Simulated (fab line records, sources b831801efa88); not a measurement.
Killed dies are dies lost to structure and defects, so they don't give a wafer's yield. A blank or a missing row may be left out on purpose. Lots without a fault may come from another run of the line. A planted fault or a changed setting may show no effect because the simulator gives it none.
Which tool did it? | flow sky130 | 7 lots, 21 wafers sampled, at 2 steps of a route of 708

WHAT THE GAUGES READ, wafer by wafer
SKY_LDD_LDN_TW_MEAS_13.
lot  | measured     | on            | LDD_LDN_TW
L871 | day 24 09:29 | film_metro-03 | 1471 1469 1474
L873 | day 25 12:35 | film_metro-01 | 1490 1477 1478
L878 | day 26 19:02 | film_metro-04 | 1480 1487 1486
L881 | day 27 13:03 | film_metro-03 | 1475 1471 1471
L885 | day 28 14:24 | film_metro-04 | 1373 1380 1369
L888 | day 29 11:13 | film_metro-03 | 1355 1352 1355
L892 | day 30 09:23 | film_metro-01 | 1488 1487 1477

WHICH TOOL RAN EACH LOT (tool, then ch and the chambers of the sampled wafers, then the start)
lot  | SKY_LDD_LDN_IMPLANT_11
L871 | implanter-04 ch 0, day 24 09:14
L873 | implanter-02 ch 0, day 25 12:20
L878 | implanter-04 ch 0, day 26 18:47
L881 | implanter-04 ch 0, day 27 12:50
L885 | implanter-02, day 28 14:10
L888 | implanter-01, day 29 10:59
L892 | implanter-02 ch 0, day 30 09:08
- SKY_LDD_LDN_IMPLANT_11

THE ANSWER, worked out from the rows above alone
Rule: what is usual is taken from the lots themselves. Put in order of their means at a reading, lots are off if they are a third of the lots or fewer, leave a main group of 4 or more, and stand apart from it by a gap of 3 or more times the standard deviation of the main group's means; of several such gaps the widest counts. A main group whose means are all the same, to the digits that the tables above print for the reading, isn't used. A lot without any number at a reading at which 4 lots or more have one is off too. The other lots that the step has rows for count as sound.
Off: L885, L888, at SKY_LDD_LDN_TW_MEAS_13 (LDD_LDN_TW). The main group: mean 1479, standard deviation 5.7.
A tool fits if, at a process step before that reading, it ran every lot that is off, and no sound lot after the first of them. The gauges at SKY_LDD_LDN_TW_MEAS_13 are tried like those tools. None of those tried fits.

WHAT THE SIMULATOR HAD PUT IN
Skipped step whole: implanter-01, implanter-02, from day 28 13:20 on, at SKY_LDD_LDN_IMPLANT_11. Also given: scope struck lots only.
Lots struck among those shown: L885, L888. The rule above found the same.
